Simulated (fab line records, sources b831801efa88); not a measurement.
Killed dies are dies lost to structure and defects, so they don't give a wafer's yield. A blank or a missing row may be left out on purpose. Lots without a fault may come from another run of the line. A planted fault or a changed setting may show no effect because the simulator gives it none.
fab line records | flow sky130
record lots=5 wafers=15 last_day=50
route steps=708 shown METAL3@565 VIA3@573
lots that met no fault: from a run of the same line without faults
start_h: hours from the record's first day to the start of the lot's first wafer shown | wait_h: hours since the lot's step before | " the same as in the row above | L1.1+2: a row that stands for several wafers | - no value, or no start given | * or withheld: withheld | < > ~ a bound
route shown NAME@n: a module of which the file shows steps, and the number in the route of the first | usual: mean/standard deviation of fault-free wafers | same: alike in all rows | chamber/n: place in a boat | sites: the reading at each site | _std_site: their standard deviation | _edge_site: outer sites' mean less inner sites' | radius_mm: how far each site lies from the wafer's centre | mask NAME#n: copy n | behind: the tool/chamber that last shaped the wafer | hold: why the lot was held/for how many hours/how that ended | device: the transistor (n, p or np) that didn't switch | end of line: the same wafers' tests at the end of the route | a step without rows: its recipe alone | killed: dies lost to structure and defects at the first sort, not the wafer's yield | map: a wafer's dies, x killed, . not, _ none there
set.NAME: the setting as run; set.NAME@STEP: as run at that earlier step | model.NAME: the simulator's own value behind a step, which no gauge read
lots at some steps of the route; a table a step, a row a wafer
services: from which hour (start_h, from the record's first day; less than 0 if before it) a tool's chamber was out of use, for how many hours, and why
## steps
# step SKY_METAL3_DESCUM_15
# recipe chemistry=O2 source_power_w=150 bias_power_w=0 pressure_mtorr=10 temp_c=40 time_s=8
# usual drypump_motor_current_A=5.6/0.49 oes_product_au=1.002/0.0064
# columns lot.wafer tool chamber start_h wait_h drypump_motor_current_A oes_product_au rf_hours_counter_h
L078.4 rie_metal-01 1 932.06 0.0 5.7 1.001 -
L078.5 " 1 " " 5.7 1.000 -
L078.6 " 0 " " 4.9 0.995 -
L081.1 rie_metal-04 1 947.45 0.0 5.8 0.999 16
L081.2 " 0 " " 5.3 1.010 9
L081.6 " 1 " " 5.8 0.990 -
L086.1 rie_metal-02 1 988.94 0.0 6.4 0.997 16
L086.2 " 0 " " 6.2 0.999 11
L086.4 " 1 " " 6.5 1.003 -
L092.2 rie_metal-01 1 1024.69 0.0 5.6 0.996 5
L092.4 " 1 " " 5.6 1.005 -
L092.5 " 1 " " 5.6 0.996 -
L096.1 rie_metal-01 0 1058.00 0.0 4.9 1.008 6
L096.3 " 0 " " 4.9 1.008 -
L096.6 " 1 " " 5.7 0.996 -
# step SKY_METAL3_ETCH_16
# recipe chemistry=N2/H2 target=BARC ion_energy_ev=200 bias_w=100 pressure_mtorr=30 n2_flow_sccm=100 h2_flow_sccm=200 icp_w=500 stop_on=SiO2 time_s=88.2 target_depth_a=600
# usual bias_w=100.04/0.27 drypump_motor_current_A=5.6/0.5 oes_product_au=0.625/0.0044 throttle_valve_pct=13.204/0.0092
# columns lot.wafer tool chamber start_h wait_h bias_w drypump_motor_current_A oes_product_au rf_hours_counter_h throttle_valve_pct
L078.4 rie_metal-01 1 932.12 0.0 100.26 5.7 0.628 - 13.219
L078.5 " 1 " " 99.82 5.7 0.626 - 13.199
L078.6 " 0 " " 99.95 4.9 0.619 - 13.193
L081.1 rie_metal-04 1 947.48 0.0 100.20 5.8 0.627 16 13.212
L081.2 " 0 " " 100.07 5.4 0.629 9 13.211
L081.6 " 1 " " 100.68 5.8 0.621 - 13.214
L086.1 rie_metal-02 1 988.97 0.0 100.09 6.5 0.623 16 13.218
L086.2 " 0 " " 100.49 6.3 0.625 11 13.196
L086.4 " 1 " " 100.74 6.5 0.633 - 13.197
L092.2 rie_metal-01 1 1024.72 0.0 99.84 5.7 0.632 5 13.208
L092.4 " 1 " " 99.62 5.6 0.619 - 13.217
L092.5 " 1 " " 100.19 5.7 0.625 - 13.200
L096.1 rie_metal-01 0 1058.03 0.0 100.00 4.9 0.625 6 13.209
L096.3 " 0 " " 100.53 4.9 0.626 - 13.194
L096.6 " 1 " " 99.76 5.6 0.622 - 13.178
# step SKY_METAL3_ETCH_17
# recipe target=SiO2 stop_on=TiN chemistry=C4F8/O2/Ar source_w=1500 bias_w=1200 pressure_mtorr=40 c4f8_flow_sccm=withheld O2_flow_sccm=6 Ar_flow_sccm=300 time_s=3.9 target_depth_a=150
# usual bias_w=1201/3.7 oes_product_au=0.755/0.0067
# columns lot.wafer tool chamber start_h wait_h bias_w oes_product_au rf_hours_counter_h
L078.4 rie_diel-03 1 932.19 0.0 1205 0.749 -
L078.5 " 0 " " 1206 0.755 -
L078.6 " 2 " " 1203 0.763 -
L081.1 rie_diel-02 3 947.58 0.1 1194 0.748 2
L081.2 " 0 " " 1200 0.730 5
L081.6 " 2 " " 1204 0.748 -
L086.1 rie_diel-01 1 989.07 0.1 1197 0.756 9
L086.2 " 2 " " 1198 0.745 13
L086.4 " 0 " " 1196 0.751 8
L092.2 rie_diel-02 3 1024.82 0.1 1198 0.751 5
L092.4 " 0 " " 1202 0.755 8
L092.5 " 3 " " 1199 0.762 -
L096.1 rie_diel-02 1 1058.13 0.1 1195 0.753 22
L096.3 " 0 " " 1202 0.762 9
L096.6 " 1 " " 1200 0.758 -
# step SKY_METAL3_METAL_ETCH_18
# recipe target_depth_a=8450 stop_on=SiO2 over_etch_frac=0.3 time_s=183.1 chemistry=Cl2/BCl3 resist_sidewall_deg=88 pressure_mtorr=10 icp_w=900 bias_w=48.5 Cl2_flow_sccm=60 bcl3_flow_sccm=30
# usual bias_w=48.50/0.14 drypump_motor_current_A=5.9/0.49 oes_product_au=0.867/0.0056 throttle_valve_pct=22.265/0.0087
# columns lot.wafer tool chamber start_h wait_h bias_w drypump_motor_current_A oes_product_au rf_hours_counter_h throttle_valve_pct
L078.4 rie_metal-04 1 932.26 0.1 48.37 5.8 0.861 - 22.269
L078.5 " 1 " " 48.62 5.8 0.864 - 22.279
L078.6 " 0 " " 48.67 5.4 0.873 - 22.272
L081.1 rie_metal-01 1 947.60 0.0 48.57 5.7 0.860 2 22.281
L081.2 " 0 " " 48.37 4.9 0.875 1 22.259
L081.6 " 0 " " 48.13 4.9 0.877 - 22.260
L086.1 rie_metal-04 0 989.08 0.0 48.45 5.3 0.872 11 22.253
L086.2 " 1 " " 48.39 5.8 0.873 18 22.245
L086.4 " 1 " " 48.33 5.8 0.865 - 22.260
L092.2 rie_metal-04 1 1024.83 0.0 48.64 5.8 0.870 20 22.264
L092.4 " 1 " " 48.58 5.8 0.865 - 22.269
L092.5 " 1 " " 48.55 5.8 0.867 - 22.270
L096.1 rie_metal-02 1 1058.15 0.0 48.59 6.5 0.863 21 22.262
L096.3 " 1 " " 48.43 6.5 0.861 - 22.263
L096.6 " 1 " " 48.49 6.5 0.859 - 22.253
# step SKY_METAL3_STRIP_19
# recipe chemistry=O2/N2 power_w=1400 pressure_mtorr=1500 platen_temp_c=withheld o2_flow_sccm=3000 n2_flow_sccm=300 overash_fraction=0.5
# usual drypump_motor_current_A=5.8/0.4 oes_product_au=0.500/0.0051 strip_time_to_endpoint_s=6.50/0.054
# same overash_fraction=0.5
# columns lot.wafer tool chamber start_h wait_h drypump_motor_current_A oes_product_au rf_hours_counter_h strip_time_to_endpoint_s
L078.4 plasma_asher-02 0 932.41 0.1 5.3 0.496 - 6.49
L078.5 " 1 " " 6.2 0.499 - 6.53
L078.6 " 0 " " 5.3 0.503 - 6.46
L081.1 plasma_asher-04 0 947.78 0.1 5.6 0.502 112 6.54
L081.2 " 1 " " 6.4 0.503 112 6.50
L081.6 " 0 " " 5.6 0.501 - 6.51
L086.1 plasma_asher-04 0 989.26 0.1 5.6 0.492 116 6.46
L086.2 " 1 " " 6.3 0.504 116 6.53
L086.4 " 0 " " 5.6 0.493 - 6.53
L092.2 plasma_asher-01 0 1025.01 0.1 5.4 0.501 58 6.51
L092.4 " 1 " " 5.5 0.505 - 6.51
L092.5 " 1 " " 5.5 0.509 - 6.57
L096.1 plasma_asher-01 0 1058.32 0.1 5.4 0.497 61 6.42
L096.3 " 1 " " 5.5 0.500 - 6.48
L096.6 " 0 " " 5.4 0.499 - 6.43
# step SKY_METAL3_STRIP_20
# recipe chemistry=post_etch_residue_remover time_s=1200 temp_c=72.5
# columns lot.wafer tool chamber start_h wait_h
L078.4+5+6 wet_bench-02 3 932.48 0.0
L081.1+2+6 wet_bench-01 1 947.88 0.1
L086.1+2+4 wet_bench-01 1 989.36 0.1
L092.2+4+5 wet_bench-01 1 1025.11 0.1
L096.1+3+6 wet_bench-01 1 1058.42 0.1
# step SKY_METAL3_CLEAN_21
# recipe chemistry=IPA time_s=180 temp_c=25
# columns lot.wafer tool chamber start_h wait_h
L078.4+5+6 wet_bench-04 1 932.82 0.0
L081.1+2+6 wet_bench-04 2 948.22 0.0
L086.1+2+4 wet_bench-02 2 990.05 0.0
L092.2+4+5 wet_bench-04 0 1025.45 0.0
L096.1+3+6 wet_bench-04 0 1058.77 0.0
# step SKY_METAL3_CLEAN_22
# recipe chemistry=O3/DIW dry=n2_spin
# columns lot.wafer tool chamber start_h wait_h
L078.4+5+6 wet_bench-01 3 932.88 0.0
L081.1+2+6 wet_bench-02 3 948.28 0.0
L086.1+2+4 wet_bench-01 0 990.11 0.0
L092.2+4+5 wet_bench-02 1 1025.51 0.0
L096.1+3+6 wet_bench-02 0 1058.82 0.0
# step SKY_VIA3_HDPCVD_00
# recipe material=SiO2 target_thk_nm=1635 sigma_open_frac=0.3 time_s=272.5 temp_c=400 sih4_flow_sccm=60 pressure_mtorr=6
# usual susceptor_temp_C=399.97/0.23
# columns lot.wafer tool chamber start_h wait_h susceptor_temp_C
L078.4 hdpcvd-02 2 933.06 0.1 399.84
L078.5 " 0 " " 399.86
L078.6 " 1 " " 400.08
L081.1 hdpcvd-02 0 948.37 0.0 400.03
L081.2 " 1 " " 400.07
L081.6 " 0 " " 399.97
L086.1 hdpcvd-02 1 990.29 0.0 400.21
L086.2 " 0 " " 399.66
L086.4 " 0 " " 399.58
L092.2 hdpcvd-01 1 1025.60 0.0 400.36
L092.4 " 2 " " 399.86
L092.5 " 0 " " 399.41
L096.1 hdpcvd-02 0 1059.02 0.0 399.58
L096.3 " 1 " " 400.01
L096.6 " 0 " " 400.07
# step SKY_VIA3_THK_MEAS_01
# recipe reads=SiO2_of_VIA3_HDPCVD_00
# usual VIA3_HDPCVD_THK=1628/15
# columns lot.wafer tool chamber start_h wait_h VIA3_HDPCVD_THK[nm]
L078.4 film_metro-02 - 933.17 0.0 1626
L078.5 " - " " 1641
L078.6 " - " " 1629
L081.1 film_metro-01 - 948.54 0.1 1629
L081.2 " - " " 1628
L081.6 " - " " 1634
L086.1 film_metro-02 - 990.46 0.1 1622
L086.2 " - " " 1616
L086.4 " - " " 1629
L092.2 film_metro-03 - 1025.78 0.1 1637
L092.4 " - " " 1634
L092.5 " - " " 1622
L096.1 film_metro-02 - 1059.19 0.1 1619
L096.3 " - " " 1621
L096.6 " - " " 1611
# step SKY_VIA3_CMP_02
# recipe material=SiO2 down_force_psi=4 platen_rpm=60 pad_velocity_m_s=0.94248
# usual motor_current_A=12.0/1.5
# columns lot.wafer tool chamber start_h wait_h motor_current_A
L078.4 cmp-02 2 933.35 0.2 10.5
L078.6 " 3 " " 13.7
L078.5 " 0 " " 12.0
L081.1 cmp-02 0 948.70 0.1 12.0
L081.2 " 1 " " 10.9
L081.6 " 3 " " 14.0
L086.4 cmp-01 0 990.57 0.1 13.3
L086.2 " 1 " " 13.1
L086.1 " 2 " " 11.9
L092.2 cmp-02 2 1025.83 0.0 10.1
L092.4 " 3 " " 13.5
L092.5 " 2 " " 9.8
L096.1 cmp-01 0 1059.35 0.1 13.6
L096.3 " 1 " " 13.2
L096.6 " 3 " " 11.2
# step SKY_VIA3_BOW_MEAS_03
# recipe mode=bow
# usual VIA3_BOW=82/9.5
# columns lot.wafer tool chamber start_h wait_h VIA3_BOW[um]
L078.4 film_metro-02 - 933.56 0.2 75
L078.5 " - " " 66
L078.6 " - " " 75
L081.1 film_metro-03 - 948.90 0.1 97
L081.2 " - " " 92
L081.6 " - " " 87
L086.1 film_metro-02 - 990.82 0.1 81
L086.2 " - " " 85
L086.4 " - " " 73
L092.2 film_metro-03 - 1026.15 0.3 94
L092.4 " - " " 98
L092.5 " - " " 94
L096.1 film_metro-03 - 1059.55 0.1 85
L096.3 " - " " 82
L096.6 " - " " 104
# step SKY_VIA3_DEHYDRATE_04
# recipe temp_c=200 time_s=60
# usual chill_plate_temp_C=22.97/0.094 plate_temp_C=199.98/0.16 resist_line_temp_C=23.03/0.11
# columns lot.wafer tool chamber start_h wait_h chill_plate_temp_C plate_temp_C resist_line_temp_C
L078.4 litho_track-04 0 944.77 11.2 23.01 200.22 22.99
L078.5 " 0 " " 22.99 200.13 22.99
L078.6 " 0 " " 22.93 199.71 23.02
L081.1 litho_track-01 0 960.76 11.8 22.95 200.37 23.22
L081.2 " 0 " " 22.96 200.30 23.17
L081.6 " 0 " " 22.79 200.24 23.01
L086.1 litho_track-02 0 1001.75 10.9 23.22 199.96 23.22
L086.2 " 0 " " 22.99 199.92 23.15
L086.4 " 0 " " 22.90 200.08 23.01
L092.2 litho_track-02 0 1037.32 11.1 22.91 199.93 23.16
L092.4 " 0 " " 22.96 200.01 23.15
L092.5 " 0 " " 22.91 199.94 23.16
L096.1 litho_track-02 0 1069.40 9.8 23.01 200.25 22.98
L096.3 " 0 " " 22.93 200.07 23.08
L096.6 " 0 " " 23.12 200.08 23.02
# step SKY_VIA3_HMDS_05
# recipe prime_time_s=60 prime_temp_c=120
# usual chill_plate_temp_C=23.02/0.1 resist_line_temp_C=23.01/0.1
# columns lot.wafer tool chamber start_h wait_h chill_plate_temp_C resist_line_temp_C
L078.4 litho_track-04 0 944.92 0.1 22.92 22.88
L078.5 " 0 " " 22.94 22.99
L078.6 " 0 " " 22.90 22.97
L081.1 litho_track-01 0 960.91 0.1 23.05 23.04
L081.2 " 0 " " 22.88 22.92
L081.6 " 0 " " 22.90 22.96
L086.1 litho_track-02 0 1001.90 0.1 23.08 23.06
L086.2 " 0 " " 23.01 23.01
L086.4 " 0 " " 23.03 23.07
L092.2 litho_track-02 0 1037.47 0.1 23.20 23.24
L092.4 " 0 " " 23.27 22.95
L092.5 " 0 " " 23.07 22.96
L096.1 litho_track-02 0 1069.55 0.1 22.96 23.15
L096.3 " 0 " " 23.31 22.94
L096.6 " 0 " " 23.09 23.02
# step SKY_VIA3_COAT_06
# recipe resist=BARC temp_c=withheld time_s=withheld spin_rpm=3000 resist_thk_nm=60
# usual chill_plate_temp_C=* resist_line_temp_C=*
# columns lot.wafer tool chamber start_h wait_h chill_plate_temp_C resist_line_temp_C
L078.4 litho_track-04 0 945.07 0.1 * *
L078.5 " 0 " " * *
L078.6 " 0 " " * *
L081.1 litho_track-01 0 961.06 0.1 * *
L081.2 " 0 " " * *
L081.6 " 0 " " * *
L086.1 litho_track-02 0 1002.05 0.1 * *
L086.2 " 0 " " * *
L086.4 " 0 " " * *
L092.2 litho_track-02 0 1037.62 0.1 * *
L092.4 " 0 " " * *
L092.5 " 0 " " * *
L096.1 litho_track-02 0 1069.70 0.1 * *
L096.3 " 0 " " * *
L096.6 " 0 " " * *
# step SKY_VIA3_COAT_07
# recipe resist=KrF-thick spin_rpm=3000 resist_thk_nm=450
# usual chill_plate_temp_C=22.96/0.11 resist_line_temp_C=23.03/0.11
# columns lot.wafer tool chamber start_h wait_h chill_plate_temp_C resist_line_temp_C
L078.4 litho_track-04 0 - - 23.06 22.89
L078.5 " 0 " " 22.88 22.91
L078.6 " 0 " " 23.07 22.88
L081.1 litho_track-01 0 - - 23.16 23.19
L081.2 " 0 " " 22.89 23.26
L081.6 " 0 " " 23.09 23.04
L086.1 litho_track-02 0 - - 23.09 23.10
L086.2 " 0 " " 23.17 22.98
L086.4 " 0 " " 23.06 22.90
L092.2 litho_track-02 0 - - 22.91 22.91
L092.4 " 0 " " 23.08 22.84
L092.5 " 0 " " 23.14 22.98
L096.1 litho_track-02 0 - - 23.01 23.25
L096.3 " 0 " " 23.05 23.23
L096.6 " 0 " " 23.07 23.18
# step SKY_VIA3_SOFTBAKE_08
# recipe temp_c=100 time_s=90 resist=KrF-thick
# usual chill_plate_temp_C=23.00/0.1 plate_temp_C=99.97/0.13 resist_line_temp_C=23.01/0.1
# columns lot.wafer tool chamber start_h wait_h chill_plate_temp_C plate_temp_C resist_line_temp_C
L078.4 litho_track-04 0 - - 22.84 99.89 23.21
L078.5 " 0 " " 23.03 100.03 23.05
L078.6 " 0 " " 22.96 100.02 22.92
L081.1 litho_track-01 0 - - 22.92 100.06 22.82
L081.2 " 0 " " 22.97 99.95 22.91
L081.6 " 0 " " 23.05 100.08 22.87
L086.1 litho_track-02 0 - - 22.99 100.06 22.85
L086.2 " 0 " " 23.09 100.00 22.99
L086.4 " 0 " " 23.19 100.18 22.93
L092.2 litho_track-02 0 - - 23.03 99.85 22.99
L092.4 " 0 " " 23.01 99.92 22.86
L092.5 " 0 " " 22.88 99.69 23.07
L096.1 litho_track-02 0 - - 22.97 99.90 23.06
L096.3 " 0 " " 23.14 99.80 22.95
L096.6 " 0 " " 22.83 99.76 22.94
# step SKY_VIA3_EXPOSE_09
# recipe mask_id=VIM3 na=0.8 source_shape=annular sigma_inner=0.55 sigma_outer=0.85 target_cd_nm=200 dose_mj=38
# columns lot.wafer tool chamber start_h wait_h mask
L078.4+5+6 krf_scanner-01 0 - - VIM3#0
L081.1+2+6 krf_scanner-01 0 - - VIM3#0
L086.1+2+4 krf_scanner-02 0 - - VIM3#0
L092.2+4+5 krf_scanner-01 0 - - VIM3#0
L096.1+3+6 krf_scanner-01 0 - - VIM3#0
# step SKY_VIA3_PEB_10
# recipe peb_temp_c=withheld peb_time_s=withheld resist=KrF-thick
# usual chill_plate_temp_C=* resist_line_temp_C=*
# columns lot.wafer tool chamber start_h wait_h chill_plate_temp_C resist_line_temp_C
L078.4 litho_track-02 0 - - * *
L078.5 " 0 " " * *
L078.6 " 0 " " * *
L081.1 litho_track-02 0 - - * *
L081.2 " 0 " " * *
L081.6 " 0 " " * *
L086.1 litho_track-04 0 - - * *
L086.2 " 0 " " * *
L086.4 " 0 " " * *
L092.2 litho_track-04 0 - - * *
L092.4 " 0 " " * *
L092.5 " 0 " " * *
L096.1 litho_track-01 0 - - * *
L096.3 " 0 " " * *
L096.6 " 0 " " * *
# step SKY_VIA3_DEVELOP_11
# recipe develop_time_s=60 resist=KrF-thick dev_temp_c=21
# usual chill_plate_temp_C=23.00/0.1 resist_line_temp_C=23.01/0.11
# columns lot.wafer tool chamber start_h wait_h chill_plate_temp_C resist_line_temp_C
L078.4 litho_track-02 0 - - 22.97 23.07
L078.5 " 0 " " 22.92 23.11
L078.6 " 0 " " 22.92 22.95
L081.1 litho_track-02 0 - - 22.81 23.19
L081.2 " 0 " " 22.80 23.05
L081.6 " 0 " " 22.73 23.06
L086.1 litho_track-04 0 - - 23.04 23.21
L086.2 " 0 " " 23.02 23.11
L086.4 " 0 " " 23.07 23.16
L092.2 litho_track-04 0 - - 22.97 23.14
L092.4 " 0 " " 22.92 23.12
L092.5 " 0 " " 22.85 23.11
L096.1 litho_track-01 0 - - 23.16 22.92
L096.3 " 0 " " 23.08 22.89
L096.6 " 0 " " 23.16 22.85
# step SKY_VIA3_CD_MEAS_12
# recipe target_cd_nm=200
# usual cd_nm=199.8/1.3
# columns lot.wafer tool chamber start_h wait_h cd_nm
L078.4 cd_sem-02 - 958.16 - 198.8
L078.5 " - " " 200.5
L078.6 " - " " 199.9
L081.1 cd_sem-02 - 973.10 - 200.9
L081.2 " - " " 201.1
L081.6 " - " " 199.6
L086.1 cd_sem-01 - 1013.94 - 200.2
L086.2 " - " " 199.6
L086.4 " - " " 198.3
L092.2 cd_sem-02 - 1048.86 - 199.5
L092.4 " - " " 200.1
L092.5 " - " " 201.6
L096.1 cd_sem-01 - 1080.81 - 200.3
L096.3 " - " " 199.8
L096.6 " - " " 200.9
# step SKY_VIA3_OVL_MEAS_13
# usual VIA3_OVL=-1/5.9
# columns lot.wafer tool chamber start_h wait_h VIA3_OVL[nm]
L078.4 overlay-01 - 958.23 0.1 1
L078.5 " - " " 4
L078.6 " - " " 2
L081.1 overlay-01 - 973.22 0.1 0
L081.2 " - " " -10
L081.6 " - " " -4
L086.1 overlay-01 - 1014.06 0.1 1
L086.2 " - " " -4
L086.4 " - " " 3
L092.2 overlay-01 - 1048.97 0.1 -3
L092.4 " - " " -3
L092.5 " - " " -1
L096.1 overlay-02 - 1080.93 0.1 -1
L096.3 " - " " -3
L096.6 " - " " 2
# step SKY_VIA3_ETCH_14
# recipe chemistry=N2/H2 target=BARC ion_energy_ev=200 source_w=500 bias_w=100 pressure_mtorr=30 n2_flow_sccm=100 h2_flow_sccm=200 stop_on=SiO2 time_s=45.9 target_depth_a=600
# usual bias_w=99.98/0.28 drypump_motor_current_A=5.8/0.42 oes_product_au=0.854/0.0044 throttle_valve_pct=13.224/0.011
# columns lot.wafer tool chamber start_h wait_h bias_w drypump_motor_current_A oes_product_au rf_hours_counter_h throttle_valve_pct
L078.4 rie_diel-02 1 958.25 0.0 100.00 5.2 0.860 19 13.233
L078.5 " 0 " " 100.10 5.2 0.855 - 13.207
L078.6 " 3 " " 99.76 5.5 0.849 - 13.221
L081.1 rie_diel-04 1 973.25 0.0 99.58 6.3 0.851 19 13.236
L081.2 " 3 " " 99.90 6.3 0.852 25 13.218
L081.6 " 0 " " 100.06 5.9 0.849 - 13.235
L086.1 rie_diel-02 0 1014.10 0.0 100.40 5.1 0.850 7 13.240
L086.2 " 3 " " 99.66 5.5 0.856 4 13.236
L086.4 " 1 " " 100.17 5.2 0.852 21 13.218
L092.2 rie_diel-02 3 1049.00 0.0 99.88 5.5 0.855 5 13.216
L092.4 " 1 " " 100.16 5.2 0.856 22 13.238
L092.5 " 2 " " 100.18 6.0 0.859 - 13.213
L096.1 rie_diel-02 3 1080.97 0.0 100.30 5.5 0.852 6 13.215
L096.3 " 1 " " 99.47 5.2 0.858 23 13.233
L096.6 " 1 " " 99.58 5.2 0.854 - 13.223
# step SKY_VIA3_ETCH_15
# recipe target=SiO2 chemistry=C4F8/O2/Ar target_depth_nm=507 stop_on=TiN mask_material=KrF-thick source_w=1500 bias_w=1200 pressure_mtorr=40 c4f8_flow_sccm=withheld O2_flow_sccm=6 Ar_flow_sccm=300 time_s=78
# usual bias_w=1200/4.1 oes_product_au=0.946/0.0043
# columns lot.wafer tool chamber start_h wait_h bias_w oes_product_au rf_hours_counter_h
L078.4 rie_diel-02 1 958.29 0.0 1197 0.952 19
L078.5 " 0 " " 1196 0.945 -
L078.6 " 3 " " 1200 0.946 -
L081.1 rie_diel-04 1 973.29 0.0 1200 0.953 19
L081.2 " 3 " " 1197 0.943 25
L081.6 " 0 " " 1194 0.940 -
L086.1 rie_diel-02 0 1014.14 0.0 1204 0.945 7
L086.2 " 3 " " 1202 0.947 4
L086.4 " 1 " " 1204 0.944 21
L092.2 rie_diel-02 3 1049.04 0.0 1206 0.952 5
L092.4 " 1 " " 1201 0.954 22
L092.5 " 2 " " 1205 0.946 -
L096.1 rie_diel-02 3 1081.01 0.0 1202 0.942 6
L096.3 " 1 " " 1196 0.952 23
L096.6 " 1 " " 1198 0.940 -
# step SKY_VIA3_STRIP_16
# recipe chemistry=O2/N2 power_w=1400 pressure_mtorr=1500 platen_temp_c=withheld o2_flow_sccm=3000 n2_flow_sccm=300 overash_fraction=0.5
# usual drypump_motor_current_A=5.6/0.3 oes_product_au=0.402/0.0047 strip_time_to_endpoint_s=4.126/0.019
# same overash_fraction=0.5
# columns lot.wafer tool chamber start_h wait_h drypump_motor_current_A oes_product_au rf_hours_counter_h strip_time_to_endpoint_s
L078.4 plasma_asher-04 1 958.39 0.1 6.3 0.400 - 4.143
L078.5 " 0 " " 5.6 0.398 - 4.088
L078.6 " 1 " " 6.4 0.410 - 4.114
L081.1 plasma_asher-03 0 973.35 0.0 5.7 0.395 23 4.129
L081.2 " 1 " " 5.3 0.404 23 4.115
L081.6 " 1 " " 5.2 0.401 - 4.117
L086.1 plasma_asher-03 1 1014.20 0.0 5.3 0.400 27 4.128
L086.2 " 0 " " 5.7 0.403 27 4.128
L086.4 " 0 " " 5.7 0.404 - 4.142
L092.2 plasma_asher-01 0 1049.10 0.0 5.4 0.400 60 4.127
L092.4 " 1 " " 5.5 0.404 - 4.152
L092.5 " 1 " " 5.5 0.406 - 4.122
L096.1 plasma_asher-01 0 1081.07 0.0 5.4 0.402 63 4.114
L096.3 " 1 " " 5.5 0.397 - 4.152
L096.6 " 0 " " 5.3 0.401 - 4.151
# step SKY_VIA3_STRIP_17
# recipe chemistry=post_etch_residue_remover time_s=1200 temp_c=72.5
# columns lot.wafer tool chamber start_h wait_h
L078.4+5+6 wet_bench-01 1 958.45 0.0
L081.1+2+6 wet_bench-04 3 973.45 0.1
L086.1+2+4 wet_bench-01 2 1014.30 0.1
L092.2+4+5 wet_bench-04 3 1049.20 0.1
L096.1+3+6 wet_bench-03 1 1081.17 0.1
# step SKY_VIA3_CLEAN_18
# recipe chemistry=IPA time_s=180 temp_c=25
# columns lot.wafer tool chamber start_h wait_h
L078.4+5+6 wet_bench-04 2 958.80 0.0
L081.1+2+6 wet_bench-01 3 973.83 0.0
L086.1+2+4 wet_bench-03 1 1014.64 0.0
L092.2+4+5 wet_bench-01 0 1049.54 0.0
L096.1+3+6 wet_bench-01 0 1081.51 0.0
# step SKY_VIA3_CLEAN_19
# recipe chemistry=O3/DIW dry=n2_spin
# columns lot.wafer tool chamber start_h wait_h
L078.4+5+6 wet_bench-03 2 958.85 0.0
L081.1+2+6 wet_bench-04 0 973.89 0.0
L086.1+2+4 wet_bench-04 1 1014.70 0.0
L092.2+4+5 wet_bench-04 2 1049.60 0.0
L096.1+3+6 wet_bench-01 0 1081.57 0.0
# step SKY_VIA3_SPUTTER_20
# recipe material=TiN target_thk_nm=20 chamber_pressure_pa=5 power_w=4000 time_s=80
# usual throttle_valve_pct=30.1/1.2
# columns lot.wafer tool chamber start_h wait_h throttle_valve_pct
L078.4 pvd_sputter-01 - 958.95 0.0 31.3
L078.5 " - " " 27.6
L078.6 " - " " 29.9
L081.1 pvd_sputter-01 - 973.99 0.0 29.9
L081.2 " - " " 27.7
L081.6 " - " " 31.3
L086.1 pvd_sputter-01 - 1014.80 0.0 30.1
L086.2 " - " " 27.5
L086.4 " - " " 32.1
L092.2 pvd_sputter-01 - 1049.69 0.0 32.1
L092.4 " - " " 27.5
L092.5 " - " " 27.9
L096.1 pvd_sputter-04 - 1081.66 0.0 29.7
L096.3 " - " " 30.6
L096.6 " - " " 29.5
# step SKY_VIA3_CVD_21
# recipe material=W target_thk_nm=390 time_s=117.31 temp_c=400 pressure_torr=40
# usual heater_power_w=911/69 susceptor_temp_C=400.00/0.22
# columns lot.wafer tool chamber start_h wait_h heater_power_w susceptor_temp_C
L078.4 cvd_w-02 0 959.06 0.1 902 400.29
L078.5 " 0 " " 913 400.38
L078.6 " 1 " " 864 400.07
L081.1 cvd_w-01 1 974.05 0.0 1041 400.10
L081.2 " 0 " " 845 399.97
L081.6 " 1 " " 1020 399.83
L086.1 cvd_w-02 0 1014.86 0.0 896 399.97
L086.2 " 1 " " 854 400.12
L086.4 " 1 " " 863 400.09
L092.2 cvd_w-01 0 1049.75 0.0 872 399.92
L092.4 " 0 " " 859 400.11
L092.5 " 0 " " 866 399.93
L096.1 cvd_w-02 1 1081.72 0.0 864 400.09
L096.3 " 1 " " 841 400.07
L096.6 " 1 " " 846 399.94
# step SKY_VIA3_RS_MEAS_22
# recipe thk_meas_gauge=four-point-probe reads=W_of_VIA3_CVD_21+TiN_of_VIA3_SPUTTER_20
# usual VIA3_W_RS=0.2935/0.0029
# columns lot.wafer tool chamber start_h wait_h VIA3_W_RS[ohm/sq]
L078.4 film_metro-01 - 959.20 0.1 0.2937
L078.5 " - " " 0.2915
L078.6 " - " " 0.2876
L081.1 film_metro-03 - 974.17 0.1 0.2961
L081.2 " - " " 0.2957
L081.6 " - " " 0.2960
L086.1 film_metro-02 - 1014.98 0.1 0.2972
L086.2 " - " " 0.2966
L086.4 " - " " 0.2917
L092.2 film_metro-02 - 1049.90 0.1 0.2872
L092.4 " - " " 0.2906
L092.5 " - " " 0.2895
L096.1 film_metro-03 - 1081.84 0.1 0.2940
L096.3 " - " " 0.2955
L096.6 " - " " 0.2934
# step SKY_VIA3_THK_MEAS_23
# recipe thk_meas_gauge=xrf reads=W_of_VIA3_CVD_21
# usual VIA3_W_THK=401/5.1
# columns lot.wafer tool chamber start_h wait_h VIA3_W_THK[nm]
L078.4 film_metro-01 - 959.29 0.1 401
L078.5 " - " " 403
L078.6 " - " " 412
L081.1 film_metro-03 - 974.29 0.1 394
L081.2 " - " " 396
L081.6 " - " " 394
L086.1 film_metro-02 - 1015.10 0.1 398
L086.2 " - " " 399
L086.4 " - " " 406
L092.2 film_metro-02 - 1050.01 0.1 411
L092.4 " - " " 408
L092.5 " - " " 408
L096.1 film_metro-03 - 1081.96 0.1 406
L096.3 " - " " 405
L096.6 " - " " 407
## services
# columns tool chamber start_h hours kind
krf_scanner-01 - 911.23 0.8 pm
rie_diel-02 - 913.00 2.0 repair
pvd_sputter-01 - 914.43 2.3 repair
rie_diel-02 3 923.13 2.5 repair
rie_metal-02 - 924.01 14.6 pm
rie_metal-01 1 924.39 3.2 repair
hdpcvd-02 - 950.25 15.0 pm
rie_metal-01 - 972.06 0.3 repair
krf_scanner-01 - 972.91 1.8 repair
rie_metal-01 - 989.06 15.6 pm
krf_scanner-01 - 993.34 1.0 pm
pvd_sputter-01 - 993.96 13.2 repair
rie_metal-04 - 1007.62 0.5 repair
rie_diel-02 1 1025.53 4.1 repair
rie_diel-02 3 1030.77 10.8 repair
krf_scanner-01 - 1043.98 1.3 pm
plasma_asher-01 - 1044.02 2.3 repair
wet_bench-04 - 1056.34 1.2 repair
wet_bench-04 - 1061.08 49.9 repair
rie_metal-01 - 1061.38 2.8 pm
krf_scanner-01 - 1063.42 1.0 repair
rie_diel-02 2 1067.50 15.1 repair
plasma_asher-01 - 1070.74 0.4 repair
krf_scanner-01 - 1080.03 0.8 pm
## key
fault none
